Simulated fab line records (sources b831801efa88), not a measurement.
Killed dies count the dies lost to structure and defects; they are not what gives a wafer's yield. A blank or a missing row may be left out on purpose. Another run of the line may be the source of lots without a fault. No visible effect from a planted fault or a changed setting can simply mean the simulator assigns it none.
One fault through the eyes of 2 desks | flow sfq line | each desk holds nothing but its own numbers, with what lay behind them at the end

== AT THE METROLOGY DESK ==
What the gauges read, lot by lot, whatever tool the lot ran on: means of the sampled wafers that have a number. A lot is out of limits, marked OUT, if its mean lies more than 4 standard deviations from the usual mean; the brackets give that distance.
Columns: A = M3_NB_RS at SFQ_M3_RS_MEAS_919, usual 0.892 ohm/sq; B = M3_OVL at SFQ_M3_OVL_MEAS_921, usual 5 nm
lot  | first seen here | A     | B
L544 | day 33 11:19    | 0.886 | 11
L550 | day 40 04:26    | 0.905 | 4
L556 | day 42 06:11    | 0.880 | 11
L561 | day 44 07:05    | 0.886 | 5
L564 | day 45 13:15    | 0.895 | 3
Finding of this desk: none of the 5 lots has anything out of limits.

== FOR THE TOOL OWNER'S DESK: rie metal-01 ==
The tool's own readings at SFQ_TRILAYER_M3_BARC_OPEN_METAL_ETCH_100 (etches BARC in O2, target depth 125 nm, time 41.7 s): means of the sampled wafers that have a number, for each lot that ran on this tool. A lot is out of limits, marked OUT, if its mean lies more than 4 standard deviations from the usual mean; the brackets give that distance.
Columns: A = drypump motor current A at SFQ_TRILAYER_M3_BARC_OPEN_METAL_ETCH_100, usual 5.6 A; B = oes product au at SFQ_TRILAYER_M3_BARC_OPEN_METAL_ETCH_100, usual 0.685 a.u.
lot  | first seen here | A   | B
L550 | day 46 01:14    | 5.2 | 0.688
L556 | day 48 15:43    | 5.5 | 0.689
L561 | day 50 11:37    | 6.0 | 0.683
Finding of this desk: none of the 3 lots has anything out of limits.

== ALL TOGETHER ==
From the metrology desk's view, nothing was out of limits.
The desk of the tool owner found nothing out of limits.

== WHAT WAS PUT IN BY THE SIMULATOR ==
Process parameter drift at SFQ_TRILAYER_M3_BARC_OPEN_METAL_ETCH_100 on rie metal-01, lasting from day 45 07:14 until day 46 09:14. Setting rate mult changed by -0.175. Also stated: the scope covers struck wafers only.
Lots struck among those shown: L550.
